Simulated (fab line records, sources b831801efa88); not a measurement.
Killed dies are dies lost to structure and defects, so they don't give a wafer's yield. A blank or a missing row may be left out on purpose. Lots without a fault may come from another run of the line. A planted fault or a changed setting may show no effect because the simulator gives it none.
Which tool did it? | flow sky130 | 7 lots, 21 wafers sampled, at 2 steps of a route of 708

WHAT THE GAUGES READ, wafer by wafer
SKY_CAPM_THK_MEAS_04: measures by xrf.
lot  | measured     | on            | CAPM_TIN_THK (nm)
L864 | day 36 20:52 | film_metro-02 | 198.6 198.6 196.1
L869 | day 39 04:50 | film_metro-02 | 199.1 198.7 199.5
L870 | day 39 08:49 | film_metro-02 | 195.7 195.7 197.5
L875 | day 41 10:26 | film_metro-02 | 200.2 198.0 199.8
L879 | day 42 03:05 | film_metro-04 | 197.3 200.4 199.3
L881 | day 42 09:56 | film_metro-02 | 200.4 199.7 200.3
L885 | day 43 02:41 | film_metro-02 | 198.3 197.1 198.2

WHICH TOOL RAN EACH LOT (tool, then ch and the chambers of the sampled wafers, then the start)
lot  | SKY_VIA2_ETCH_15
L864 | rie_diel-03 ch 0,2,3, day 36 18:58
L869 | rie_diel-02 ch 0,1,3, day 39 03:02
L870 | rie_diel-04 ch 0,1, day 39 06:59
L875 | rie_diel-02 ch 0,2, day 41 08:34
L879 | rie_diel-03 ch 0,1,3, day 42 01:17
L881 | rie_diel-04 ch 1,2, day 42 08:04
L885 | rie_diel-02 ch 1,3, day 43 00:52
- SKY_VIA2_ETCH_15: etches SiO2 in C4F8/O2/Ar, stops on TiN, target depth 546 nm, time 84 s.

THE ANSWER, worked out from the rows above alone
Rule: what is usual is taken from the lots themselves. Put in order of their means at a reading, lots are off if they are a third of the lots or fewer, leave a main group of 4 or more, and stand apart from it by a gap of 3 or more times the standard deviation of the main group's means; of several such gaps the widest counts. A main group whose means are all the same, to the digits that the tables above print for the reading, isn't used. A lot without any number at a reading at which 4 lots or more have one is off too. The other lots that the step has rows for count as sound.
No lot is off at any reading shown: from this, nothing can be told.

WHAT THE SIMULATOR HAD PUT IN
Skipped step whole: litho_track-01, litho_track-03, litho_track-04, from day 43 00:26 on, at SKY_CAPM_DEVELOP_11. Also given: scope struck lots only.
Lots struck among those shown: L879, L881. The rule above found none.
